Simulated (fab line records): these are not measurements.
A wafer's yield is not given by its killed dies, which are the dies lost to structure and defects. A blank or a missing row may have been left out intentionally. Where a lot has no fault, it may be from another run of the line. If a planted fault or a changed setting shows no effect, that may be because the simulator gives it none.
The tool behind it: which one? + flow gf180mcu + Sampling: 10 lots, 30 wafers, 4 of 602 route steps

WHAT EACH GAUGE READ, for each wafer
GF_MVPSD_TW_MEAS_11.
| lot  | measured    | on            | MVPSD_TW    |
|------|-------------|---------------|-------------|
| L875 | day 5 01:10 | film-metro-04 | 550 547 550 |
| L876 | day 5 06:13 | film-metro-01 | 542 544 543 |
| L877 | day 5 12:17 | film-metro-04 | 551 551 553 |
| L878 | day 5 16:56 | film-metro-03 | 557 556 558 |
| L879 | day 6 02:41 | film-metro-01 | 545 545 546 |
| L880 | day 6 08:16 | film-metro-03 | 555 548 553 |
| L881 | day 6 12:32 | film-metro-01 | 637 637 638 |
| L882 | day 6 20:01 | film-metro-01 | 638 636 638 |
| L883 | day 7 01:04 | film-metro-03 | 650 648 646 |
| L884 | day 7 06:33 | film-metro-03 | 649 648 650 |

TOOL THAT RAN EACH LOT (tool first, then ch and the chambers of the sampled wafers, then the start)
| lot  | GF_STI_CMP_25                | GF_MVPSD_IMPLANT_09            | GF_MVPSD_STRIP_10                   |
|------|------------------------------|--------------------------------|-------------------------------------|
| L875 | cmp-01 ch 0,1,2, day 2 03:34 | implanter-03 ch 0, day 5 00:57 | plasma-asher-01 ch 0,1, day 5 01:05 |
| L876 | cmp-01 ch 0,3, day 2 08:47   | implanter-01 ch 0, day 5 05:59 | plasma-asher-03 ch 0,1, day 5 06:07 |
| L877 | cmp-01 ch 2,3, day 2 14:22   | implanter-02 ch 0, day 5 12:02 | plasma-asher-02 ch 0,1, day 5 12:11 |
| L878 | cmp-01 ch 0,1,2, day 2 17:56 | implanter-03 ch 0, day 5 16:41 | plasma-asher-03 ch 0,1, day 5 16:50 |
| L879 | cmp-01 ch 0,1,3, day 3 01:28 | implanter-01 ch 0, day 6 02:26 | plasma-asher-03 ch 0,1, day 6 02:35 |
| L880 | cmp-02 ch 0,1,3, day 3 07:43 | implanter-03 ch 0, day 6 08:02 | plasma-asher-03 ch 0,1, day 6 08:11 |
| L881 | cmp-02 ch 2,3, day 3 11:40   | implanter-01 ch 0, day 6 12:17 | plasma-asher-03 ch 0,1, day 6 12:26 |
| L882 | cmp-02 ch 0,2,3, day 3 16:58 | implanter-01 ch 0, day 6 19:47 | plasma-asher-01 ch 0,1, day 6 19:56 |
| L883 | cmp-01 ch 1,2,3, day 3 20:55 | implanter-02 ch 0, day 7 00:41 | plasma-asher-01 ch 0,1, day 7 00:50 |
| L884 | cmp-02 ch 0,2,3, day 4 02:26 | implanter-01 ch 0, day 7 06:19 | plasma-asher-01 ch 0,1, day 7 06:26 |
- GF_STI_CMP_25: polishes, stops on Si3N4, t overpolish 33 s, target thk 524.6 nm.
- GF_MVPSD_IMPLANT_09
- GF_MVPSD_STRIP_10: strips in O2/N2.

THE ANSWER, worked out from the rows above alone
Rule: what is usual is taken from the lots themselves. The widest of any qualifying gaps counts: lots, ordered by their means at a reading, are off when they make up no more than a third of the lots, leave a main group of 4 or more, and stand apart from it by 3 or more times the standard deviation of that group's means. If all means in a main group match to the digits the tables above print for the reading, that group is not used. Also off: a lot with no number at a reading for which 4 or more lots have one. All remaining lots with rows at the step are treated as sound.
Nothing can be told from this: no lot is off at any reading shown.

WHAT THE SIMULATOR HAD PUT IN
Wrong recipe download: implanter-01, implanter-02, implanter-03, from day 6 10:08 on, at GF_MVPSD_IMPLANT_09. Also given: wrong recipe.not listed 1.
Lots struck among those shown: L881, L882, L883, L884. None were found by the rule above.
